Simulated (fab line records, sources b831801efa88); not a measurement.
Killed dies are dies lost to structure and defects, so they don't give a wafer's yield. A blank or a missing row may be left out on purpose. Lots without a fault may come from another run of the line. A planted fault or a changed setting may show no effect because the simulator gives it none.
Which tool did it? | flow sky130 | 11 lots, 33 wafers sampled, at 1 step of a route of 708

WHAT THE GAUGES READ, wafer by wafer
SKY_SONOS_ONO_THK_MEAS_03.
lot  | measured     | on            | SONOS_ONO_CVD_02_THK (nm)
L470 | day 11 18:32 | film_metro-01 | 10.35 10.39 10.43
L471 | day 12 07:05 | film_metro-01 | 10.39 10.39 10.40
L472 | day 12 13:45 | film_metro-02 | 10.42 10.30 10.42
L480 | day 14 15:14 | film_metro-02 | 10.39 10.44 10.48
L481 | day 14 19:52 | film_metro-01 | 10.50 10.56 10.64
L485 | day 16 09:07 | film_metro-04 | 10.37 10.27 10.23
L489 | day 17 13:15 | film_metro-04 | 10.29 10.31 10.30
L490 | day 18 11:47 | film_metro-01 | 10.57 10.51 10.51
L491 | day 19 09:13 | film_metro-01 | 10.23 10.29 10.26
L492 | day 19 10:34 | film_metro-04 | 10.51 10.43 10.42
L493 | day 19 12:59 | film_metro-04 | 10.38 10.38 10.37

WHICH TOOL RAN EACH LOT (tool, then ch and the chambers of the sampled wafers, then the start)
The record holds no process step before these readings.

THE ANSWER, worked out from the rows above alone
Rule: what is usual is taken from the lots themselves. Put in order of their means at a reading, lots are off if they are a third of the lots or fewer, leave a main group of 4 or more, and stand apart from it by a gap of 3 or more times the standard deviation of the main group's means; of several such gaps the widest counts. A main group whose means are all the same, to the digits that the tables above print for the reading, isn't used. A lot without any number at a reading at which 4 lots or more have one is off too. The other lots that the step has rows for count as sound.
No lot is off at any reading shown: from this, nothing can be told.

WHAT THE SIMULATOR HAD PUT IN
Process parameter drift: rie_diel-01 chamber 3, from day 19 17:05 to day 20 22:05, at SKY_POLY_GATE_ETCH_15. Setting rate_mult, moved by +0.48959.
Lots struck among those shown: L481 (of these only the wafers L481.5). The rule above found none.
